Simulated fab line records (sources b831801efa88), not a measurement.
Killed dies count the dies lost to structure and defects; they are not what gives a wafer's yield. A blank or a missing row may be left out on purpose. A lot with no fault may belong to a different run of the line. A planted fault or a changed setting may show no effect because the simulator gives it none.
Problem report, 8D (eight disciplines) form, completed by code    flow gf180mcu    the parts of the form that need people (team, actions taken, sign-off) are left out

1. PROBLEM STATEMENT
Mean of exposureDoseMJCm2 at GF_NWELL_EXPOSE_04: 248.20 across 6 wafers in 2 lots; on wafers with no fault it is 260.00 (standard deviation 0.26). That puts it -45 standard deviations away from the usual mean.
The step: exposes mask Nwell, target cd 860 nm.
The first sign was on wafer L114.2 at day 5 06:58, on ilineStepper-01. At this step, 33 wafers from 11 lots have a number in the record. By rule, "out" or "out of limits" means more than 4 standard deviations away from the usual mean. The rest of the wafers with a number are treated as sound.

2. WHAT THIS IS AND IS NOT
question                     is                      is not
which readings at this step  exposureDoseMJCm2       focusOffsetNm
which lots                   L114, L115              L104, L105, L106, L111, L119, L120, L123, L124, L127
which wafers of those lots   all that have a number  -
read on which tools          ilineStepper-01         ilineStepper-02
when                         from day 5 06:58        up to then (12 sound wafers); but 15 sound wafers of L119, L120, L123, L124, L127 came after

3. WHAT RULES OUT EACH SUSPECT
Counting: a tool at any process step up to the reading remains a suspect when it ran all the lots that are out and ran no sound lot after the first of those.
- ilineStepper-01 at GF_NWELL_EXPOSE_04 (exposes mask Nwell, target cd 860 nm): kept. Every lot that is out went through it, starting with L114 (day 5 06:58), and after that it ran no sound lot; the last sound lot it ran before then is L111 (day 4 12:48). Out on those wafers are its own readings of exposureDoseMJCm2.
Remaining after the count: ilineStepper-01 at GF_NWELL_EXPOSE_04.

4. THE CAUSE (what the simulator had put in)
Drift in process parameters on ilineStepper-01 at GF_NWELL_EXPOSE_04, starting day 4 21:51. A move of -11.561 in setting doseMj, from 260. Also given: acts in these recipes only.
Counting left only this tool.

5. THE CHAIN OF EFFECTS, in route order
Each row: a reading whose mean over the struck wafers that have a number lies more than 3 standard deviations from the usual. Scope: only readings with a usual standard deviation given in the record; hours: median across lots of the time from each lot's start at the first step in this table that gives one to its start at this step; sigmas: change in usual standard deviations.
hours  step                reading            usual   on struck wafers  change  sigmas
0      GF_NWELL_EXPOSE_04  exposureDoseMJCm2  260.00  248.20            -11.80  -45
Here are the process steps it includes:
- GF_NWELL_EXPOSE_04: exposes mask Nwell, target cd 860 nm.
At these later measuring or inspecting steps, every struck wafer for which the step has a row has a number for every such reading, and none has moved that far: GF_V1_THK_MEAS_03, GF_V1_THK_MEAS_25.

6. WHAT WOULD HAVE CAUGHT IT SOONER
In this record the first reading out of limits was taken at day 5 06:58, 9 hours after the fault began at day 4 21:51.
